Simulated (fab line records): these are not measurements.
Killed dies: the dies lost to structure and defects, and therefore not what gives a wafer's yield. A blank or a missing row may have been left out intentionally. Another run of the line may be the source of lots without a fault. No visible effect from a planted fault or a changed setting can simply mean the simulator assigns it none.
Comparing a struck lot with a sound one -- flow sfqLine -- 41 steps out of a route of 325
Sound: these wafers, L822.1, L822.4, L822.5. Wafers struck: L824.1, L824.3, L824.5. Last of all comes the cause.
Each step with rows lists, per side, the tool, then ch with its chambers, then its first start. Under that, the readings that differ: sound wafers -- struck wafers -- difference of the means -- sigmas: that difference in standard deviations of wafers without a fault.
alike: a reading whose means differ by less than 2 such deviations, as well as words and numbers matching on both sides. not compared: withheld readings; readings where some wafer has no value; bounds like >300 that might hide an equal value; numbers whose values overlap and for which the record gives no deviation.
A row with sigmas, a row that says differs or no value, or rows on one side alone: a step with any of these is where the two part. Numbers that don't overlap but have no deviation are shown without sigmas and don't part them. A reading that every wafer of one side lacks parts them only if that side has two wafers or more.

first, 3 steps without rows for these wafers: SFQ_TRILAYER_I4_VIA_LITHO_EXPOSE_104 (exposes mask I4, target cd 700 nm); SFQ_TRILAYER_I4_VIA_LITHO_PEB_106 (peb time 60 s); SFQ_TRILAYER_I4_VIA_LITHO_DEVELOP_105 (time 60 s).
SFQ_I4_OVL_MEAS_928:
  sound: overlay-01 at day 51 17:10; struck: overlay-01 at day 52 23:01
reading,sound,struck,difference,sigmas
I4_OVL (nm),5 5 0,-14 -13 -11,-16,-3
then, 1 step without rows for these wafers: SFQ_TRILAYER_I4_VIA_BARC_OPEN_VIA_ETCH_146 (etches BARC in O2, target depth 125 nm, time 41.7 s).
SFQ_TRILAYER_I4_VIA_ETCH_VIA_ETCH_106: etches SiO2 in CHF3, stops on Nb, target depth 260 nm.
  sound on rieDiel-03 ch 0,2, day 51 17:15; struck on rieDiel-02 ch 1,2, day 52 23:06
  alike: drypumpMotorCurrentA, oesProductAu
then, 3 steps without rows for these wafers: SFQ_TRILAYER_I4_VIA_STRIP_STRIP_107 (strips in O2); SFQ_TRILAYER_I4_VIA_STRIP_SOLV_CLEAN_108 (cleans in NMP, time 600 s); SFQ_TRILAYER_JJ_TRILAYER_DEP_PRE_CLEAN_113 (time 22.5 s).
SFQ_TRILAYER_JJ_TRILAYER_DEP_SPUTTER_109: material Nb, target thk 150 nm, time 100 s.
  sound: pvdSputter-06 at day 51 18:10; struck: pvdSputter-06 at day 53 00:01
  alike: cathodeDcPowerW, throttleValvePct
then, 2 steps without rows for these wafers: SFQ_TRILAYER_JJ_TRILAYER_DEP_SPUTTER_110 (material Al, target thk 8 nm, time 10 s); SFQ_TRILAYER_JJ_TRILAYER_DEP_AL_OXIDATION_111 (oxidation time 600 s).
SFQ_TRILAYER_JJ_TRILAYER_DEP_SPUTTER_112: material Nb, target thk 170 nm, time 113.3 s.
  sound: pvdSputter-06 at day 51 19:16; struck: pvdSputter-06 at day 53 01:07
reading,sound,struck,difference,sigmas
cathodeDcPowerW (W),1999.5 1999.8 1999.7,2275.3 2275.4 2275.5,+275.7,+99 or more
model.Nb_of_TRILAYER_JJ_TRILAYER_DEP_SPUTTER_112.thkNm (nm),170.7 171.4 171.3,193.4 195.1 193.1,+22.7,
  alike: throttleValvePct
SFQ_JJ_RS_MEAS_929: the measuring method here is four-point-probe.
  sound: filmMetro-02 at day 51 19:20; struck: filmMetro-01 at day 53 01:29
reading,sound,struck,difference,sigmas
JJ_NB_RS (ohm/sq),1.043 1.040 1.042,0.923 0.916 0.924,-0.121,-11
  not compared: hold
then, 5 steps without rows for these wafers: SFQ_TRILAYER_JJ_CE_LITHO_COAT_114 (resist thk 600 nm); SFQ_TRILAYER_JJ_CE_LITHO_SOFTBAKE_118; SFQ_TRILAYER_JJ_CE_LITHO_EXPOSE_115 (exposes mask J5, target cd 700 nm); SFQ_TRILAYER_JJ_CE_LITHO_PEB_117 (peb time 60 s); SFQ_TRILAYER_JJ_CE_LITHO_DEVELOP_116 (time 60 s).
SFQ_JJ_OVL_MEAS_931:
  sound: overlay-01 at day 51 21:46; struck: overlay-02 at day 54 02:43
  alike: J5_OVL
following that, these wafers have no rows for 1 step: SFQ_TRILAYER_JJ_CE_METRO_MEASURE_117.
SFQ_TRILAYER_JJ_CE_BARC_OPEN_RIE_150: chemistry O2, target BARC, target depth 240 nm, time 80 s.
  sound on rieMetal-02 ch 1, day 51 23:01; struck on rieMetal-03 ch 0,1, day 54 03:58
  alike: drypumpMotorCurrentA, heBacksideLeakSccm, oesProductAu
  not compared: rfHoursCounterH
then, 10 steps without rows for these wafers: SFQ_TRILAYER_JJ_CE_ETCH_RIE_118 (chemistry SF6, target Nb, stops on Al2O3, time 97.7 s, target depth 170 nm); SFQ_TRILAYER_JJ_ANODIZE_ANODIZE_119; SFQ_TRILAYER_JJ_CE_STRIP_STRIP_120 (strips in O2); SFQ_TRILAYER_JJ_CE_STRIP_SOLV_CLEAN_121 (cleans in NMP, time 600 s); SFQ_TRILAYER_M5_LITHO_COAT_128 (resist thk 62 nm); SFQ_TRILAYER_M5_LITHO_COAT_123 (resist thk 600 nm); SFQ_TRILAYER_M5_LITHO_SOFTBAKE_127; SFQ_TRILAYER_M5_LITHO_EXPOSE_124 (exposes mask M5, target cd 700 nm); SFQ_TRILAYER_M5_LITHO_PEB_126 (peb time 60 s); SFQ_TRILAYER_M5_LITHO_DEVELOP_125 (time 60 s).
-- the record jumps here: 5 days lie between the struck wafers' starts before and after --
SFQ_M5_OVL_MEAS_932:
  sound: overlay-02 at day 56 18:47; struck: overlay-02 at day 58 19:31
  alike: M5_OVL
then, 1 step without rows for these wafers: SFQ_TRILAYER_M5_BARC_OPEN_METAL_ETCH_161 (etches BARC in O2, target depth 125 nm, time 41.7 s).
SFQ_TRILAYER_M5_ETCH_METAL_ETCH_126: etches Nb in Cl2/BCl3, stops on SiO2, time 203.2 s, target depth 265 nm.
  sound on rieMetal-01 ch 0, day 56 18:56; struck on rieMetal-01 ch 0,1, day 58 19:37
reading,sound,struck,difference,sigmas
heBacksideLeakSccm (sccm),6.2 3.1 3.4,3.3 3.3 3.1,-1.0,-2
  alike: drypumpMotorCurrentA, oesProductAu
  not compared: rfHoursCounterH
then, 3 steps without rows for these wafers: SFQ_TRILAYER_M5_STRIP_STRIP_127 (strips in O2); SFQ_TRILAYER_M5_STRIP_SOLV_CLEAN_128 (cleans in NMP, time 600 s); SFQ_TRILAYER_A5B_DEP_PECVD_129 (deposits SiO2 from SiH4/N2O, time 133.33 s, target thk 600 nm).
SFQ_TRILAYER_A5B_CMP_CMP_130: polishes, stops on Nb, target thk 340.7 nm.
  sound on cmp-01 ch 1,2,3, day 56 21:17; struck on cmp-02 ch 0,2, day 58 21:10
  alike: motorCurrentA
following that, these wafers have no rows for 1 step: SFQ_TRILAYER_A5B_METRO_MEASURE_131.
SFQ_TRILAYER_R5_ETCH_METAL_ETCH_139: etches the open film in Cl2, stops on SiO2, target depth 60 nm, time 40 s.
  sound on rieMetal-03 ch 0,1, day 57 03:44; struck on rieMetal-03 ch 0,1, day 59 16:43
reading,sound,struck,difference,sigmas
model.Nb_of_TRILAYER_JJ_TRILAYER_DEP_SPUTTER_112.thkNm (nm),160.7 161.4 161.3,183.6 185.2 183.2,+22.9,
  alike: drypumpMotorCurrentA, heBacksideLeakSccm, oesProductAu
  not compared: rfHoursCounterH

== WHERE THEY PART ==
Last at SFQ_TRILAYER_M5_ETCH_METAL_ETCH_126 as far as this record goes, first at SFQ_I4_OVL_MEAS_928. Later steps at which nothing parts them and some readings are alike: SFQ_TRILAYER_A5B_CMP_CMP_130, SFQ_TRILAYER_R5_ETCH_METAL_ETCH_139.

WHY: what the simulator had put in
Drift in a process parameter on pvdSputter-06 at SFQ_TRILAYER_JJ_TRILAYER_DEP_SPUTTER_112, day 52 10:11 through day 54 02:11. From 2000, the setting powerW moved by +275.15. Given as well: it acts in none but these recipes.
